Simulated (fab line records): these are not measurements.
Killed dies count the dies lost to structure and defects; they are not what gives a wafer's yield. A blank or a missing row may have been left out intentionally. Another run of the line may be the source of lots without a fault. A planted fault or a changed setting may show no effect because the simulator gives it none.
One fault through the eyes of 2 desks    flow sky130    every desk sees just its own numbers, and what lay behind them comes last

THE METROLOGY DESK
Lot by lot, what the gauges showed, no matter which tool ran the lot: averages of those sampled wafers that carry a number. The brackets show how far a lot's mean lies from the usual mean; more than 4 standard deviations puts the lot out of limits, marked OUT.
Columns: A = cdNm at SKY_VT_ADJUST_HVTP_CD_MEAS_07, usual 379.5 nm; B = LDD_HVN_OVL at SKY_LDD_HVN_OVL_MEAS_07, usual 0.0 nm; C = LI_CONTACT_OVL at SKY_LI_CONTACT_OVL_MEAS_13, usual -1 nm
lot   first seen here  A      B     C
L225  day 6 02:21      378.4  -0.4  4
L228  day 6 20:54      385.7  0.5   -10
L230  day 7 07:34      375.3  -1.2  -3
L235  day 8 15:57      379.1  0.0   -
L236  day 8 20:16      378.2  -0.2  -
L237  day 9 01:26      385.4  -0.8  -4
L238  day 9 11:18      381.2  2.9   -3
L240  day 10 00:00     380.2  0.7   0
L241  day 10 04:29     377.5  0.0   -3
L243  day 10 17:37     383.2  -1.9  -0
L244  day 11 06:59     375.8  0.5   5
L246  day 11 18:50     376.4  0.1   4
L247  day 11 20:23     382.9  0.9   -1
This desk's verdict: no lot among the 13 shows anything out of limits.

THE TOOL OWNER'S DESK: plasmaAsher-04
The tool's own readings at SKY_POLY_GATE_STRIP_18 (strips in O2/N2): means of the sampled wafers that have a number, for each lot that ran on this tool. The brackets show how far a lot's mean lies from the usual mean; more than 4 standard deviations puts the lot out of limits, marked OUT.
Columns: A = chamberPressureMTorr at SKY_POLY_GATE_STRIP_18, usual 1500.0 mTorr; B = drypumpMotorCurrentA at SKY_POLY_GATE_STRIP_18, usual 5.7 A; C = n2FlowSccm at SKY_POLY_GATE_STRIP_18, usual 300.0 sccm; D = oesProductAu at SKY_POLY_GATE_STRIP_18, usual 0.360 a.u.; E = stripTimeToEndpointS at SKY_POLY_GATE_STRIP_18, usual 3.152 s
lot   first seen here  A       B    C      D      E
L225  day 16 13:16     1500.5  5.9  300.9  0.357  3.175
L238  day 21 04:40     1501.4  6.0  300.9  0.362  3.207
L241  day 22 03:20     1500.4  6.1  299.5  0.366  3.145
L243  day 23 00:19     1499.5  6.0  299.4  0.362  3.152
L246  day 24 03:13     1500.9  6.1  300.4  0.360  3.110
L247  day 24 05:44     1498.8  6.0  299.9  0.358  3.162
This desk's verdict: no lot among the 6 shows anything out of limits.

BROUGHT TOGETHER
Metrology desk: nothing out of limits seen.
Nothing out of limits was seen by the tool owner's desk.

WHAT THE SIMULATOR HAD INSERTED
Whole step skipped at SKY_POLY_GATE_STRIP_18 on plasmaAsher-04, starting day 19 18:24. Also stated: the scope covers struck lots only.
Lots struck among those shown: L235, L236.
